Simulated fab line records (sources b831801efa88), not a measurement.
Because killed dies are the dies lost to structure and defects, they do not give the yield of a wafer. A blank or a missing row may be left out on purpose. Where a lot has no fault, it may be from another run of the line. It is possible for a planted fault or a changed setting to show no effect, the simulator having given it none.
Struck lot and sound lot, side by side -- flow sfq line -- 13 steps out of a route of 325
Sound: wafers L489.1, L489.2, L489.5. Wafers L481.1, L481.2, L481.5 were the ones struck. Last of all comes the cause.
Each step with rows lists, per side, the tool, then ch with its chambers, then its first start. Under that, the readings that differ: sound wafers -- struck wafers -- difference of the means -- sigmas: that difference in standard deviations of wafers without a fault.
alike: same words and numbers on both sides, and readings whose means sit less than 2 such deviations apart. not compared: any withheld reading, any reading some wafer has no value for, any bound like >300 that may hide the same value, and any number with overlapping values for which the record gives no deviation.
Wherever a step has rows on one side only, a row that says differs or no value, or a row with sigmas, the two part there. Numbers that have no deviation but don't overlap get no sigmas and don't part them. Lack of a reading on every wafer of one side parts them only where that side has two or more wafers.

SFQ_TRILAYER_M7_DEP_SPUTTER_175: material Nb, target thk 200 nm, time 133.3 s.
  sound on pvd sputter-04 at day 90 01:35; struck on pvd sputter-04 at day 88 07:43
  alike: throttle valve pct
SFQ_M7_RS_MEAS_943: measures by four-point-probe.
  sound on film metro-04 at day 90 01:41; struck on film metro-03 at day 88 07:48
  alike: M7_NB_RS
then, 6 steps without rows for these wafers: SFQ_TRILAYER_M7_LITHO_COAT_182 (resist thk 62 nm); SFQ_TRILAYER_M7_LITHO_COAT_177 (resist thk 600 nm); SFQ_TRILAYER_M7_LITHO_SOFTBAKE_181; SFQ_TRILAYER_M7_LITHO_EXPOSE_178 (exposes mask M7, target cd 500 nm); SFQ_TRILAYER_M7_LITHO_PEB_180 (peb time 60 s); SFQ_TRILAYER_M7_LITHO_DEVELOP_179 (time 60 s).
-- the record jumps here: 3 days lie between the struck wafers' starts before and after --
SFQ_M7_OVL_MEAS_945:
  sound on overlay-01 at day 93 05:22; struck on overlay-02 at day 91 14:58
  alike: M7_OVL
SFQ_TRILAYER_M7_BARC_OPEN_METAL_ETCH_229: etches BARC in O2, target depth 125 nm, time 41.7 s.
  sound on rie metal-02 ch 0,1, day 93 05:24; struck on rie metal-03 ch 1, day 91 15:00
reading,sound,struck,difference,sigmas
drypump motor current A (A),5.6 6.4 6.4,5.3 5.3 5.3,-0.8,-2
  alike: oes product au, rf fwd power W
  not compared: rf hours counter h
SFQ_TRILAYER_M7_ETCH_METAL_ETCH_180: etches Nb in Cl2/Ar, stops on SiO2, target depth 240 nm, time 120 s.
  sound on rie metal-02 ch 0,1, day 93 05:28; struck on rie metal-03 ch 1, day 91 15:07
reading,sound,struck,difference,sigmas
drypump motor current A (A),5.6 6.4 6.4,5.2 5.2 5.2,-0.9,-2
rf fwd power W (W),600.1 594.3 596.0,591.8 593.1 592.8,-4.2,-2
  alike: oes product au
  not compared: rf hours counter h
SFQ_TRILAYER_M7_STRIP_STRIP_181: strips in O2.
  sound on rie metal-02 ch 0,1, day 93 05:35; struck on rie metal-03 ch 1, day 91 15:22
reading,sound,struck,difference,sigmas
drypump motor current A (A),5.7 6.4 6.4,5.3 5.3 5.3,-0.9,-2
overash fraction,0.65 0.65 0.65,0.39 0.39 0.39,-0.26,
  alike: oes product au
  not compared: rf hours counter h
then, 1 step without rows for these wafers: SFQ_TRILAYER_M7_STRIP_SOLV_CLEAN_182 (cleans in NMP, time 600 s).

## WHERE THEY PART
Last at SFQ_TRILAYER_M7_STRIP_STRIP_181 as far as this record goes, first at SFQ_TRILAYER_M7_BARC_OPEN_METAL_ETCH_229.

WHY: what the simulator had put in
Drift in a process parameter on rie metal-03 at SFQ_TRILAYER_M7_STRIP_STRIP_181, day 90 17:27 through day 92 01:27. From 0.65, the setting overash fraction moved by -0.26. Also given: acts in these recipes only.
